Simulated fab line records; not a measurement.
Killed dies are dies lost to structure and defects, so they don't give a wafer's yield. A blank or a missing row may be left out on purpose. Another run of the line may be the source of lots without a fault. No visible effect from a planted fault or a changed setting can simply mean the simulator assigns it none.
A single fault, viewed from 2 desks + flow gf180mcu + every desk sees just its own numbers, and what lay behind them comes last

## FROM THE METROLOGY DESK
Means of the sampled wafers that have a number, per lot and without regard to the tool the lot ran on: this is what the gauges read. If a lot's mean is further than 4 standard deviations from the usual mean, the lot is out of limits and carries the mark OUT (the distance appears in the brackets).
Columns: A = LVPWELL_RS at GF_VT_IMPLANT_RS_MEAS_48, usual 1197 ohm/sq; B = MVPSD_RS at GF_VT_IMPLANT_RS_MEAS_49, usual 1178 ohm/sq
| lot  | first seen here | A               | B    |
|------|-----------------|-----------------|------|
| L341 | day 7 20:56     | 1197            | 1180 |
| L342 | day 8 08:15     | 1194            | 1185 |
| L344 | day 8 15:38     | 1194            | 1177 |
| L347 | day 9 10:31     | 1202            | 1174 |
| L348 | day 9 21:44     | 1192            | 1176 |
| L350 | day 10 09:50    | 1196            | 1175 |
| L356 | day 12 01:34    | 1200            | 1177 |
| L357 | day 12 09:54    | 1196            | 1174 |
| L360 | day 13 06:02    | 1221 (+7.6) OUT | 1177 |
| L361 | day 13 13:05    | 1197            | 1177 |
| L363 | day 14 01:27    | 1222 (+8.2) OUT | 1179 |
Per this desk, out of limits: L360, L363; the first was L360, day 13 06:02 (LVPWELL_RS at GF_VT_IMPLANT_RS_MEAS_48). Within limits: L341, L342, L344, L347, L348, L350, L356, L357, L361.

## DESK OF THE TOOL OWNER: implanter-02
For each lot that ran on this tool, the mean over its sampled wafers that have a number, from the tool's own readings at GF_LVPWELL_IMPLANT_09. If a lot's mean is further than 4 standard deviations from the usual mean, the lot is out of limits and carries the mark OUT (the distance appears in the brackets).
Columns: A = end_station_pressure_torr at GF_LVPWELL_IMPLANT_09, usual 5.03e-06 Torr
| lot  | first seen here | A        |
|------|-----------------|----------|
| L341 | day 4 02:11     | 5.08e-06 |
| L344 | day 4 19:23     | 5.02e-06 |
| L347 | day 5 10:29     | 5.03e-06 |
| L350 | day 6 04:53     | 5.08e-06 |
| L356 | day 7 15:28     | 4.56e-06 |
| L360 | day 8 13:16     | 5.08e-06 |
| L363 | day 9 06:41     | 5.22e-06 |
Finding of this desk: none of the 7 lots has anything out of limits.

## BROUGHT TOGETHER
The metrology desk could have raised an alarm at day 13 06:02, on L360, L363.
The desk of the tool owner found nothing out of limits.
Tool owner's desk: L360, L363 on record, inside its limits.
Of the lots named, all ran GF_LVPWELL_IMPLANT_09 on implanter-02.

## WHAT THE SIMULATOR HAD INSERTED
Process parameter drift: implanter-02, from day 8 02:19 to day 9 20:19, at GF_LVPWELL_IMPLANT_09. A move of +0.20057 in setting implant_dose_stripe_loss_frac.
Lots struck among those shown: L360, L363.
Delay in hours, fault start to first out-of-limits reading, per desk: metrology desk 124.
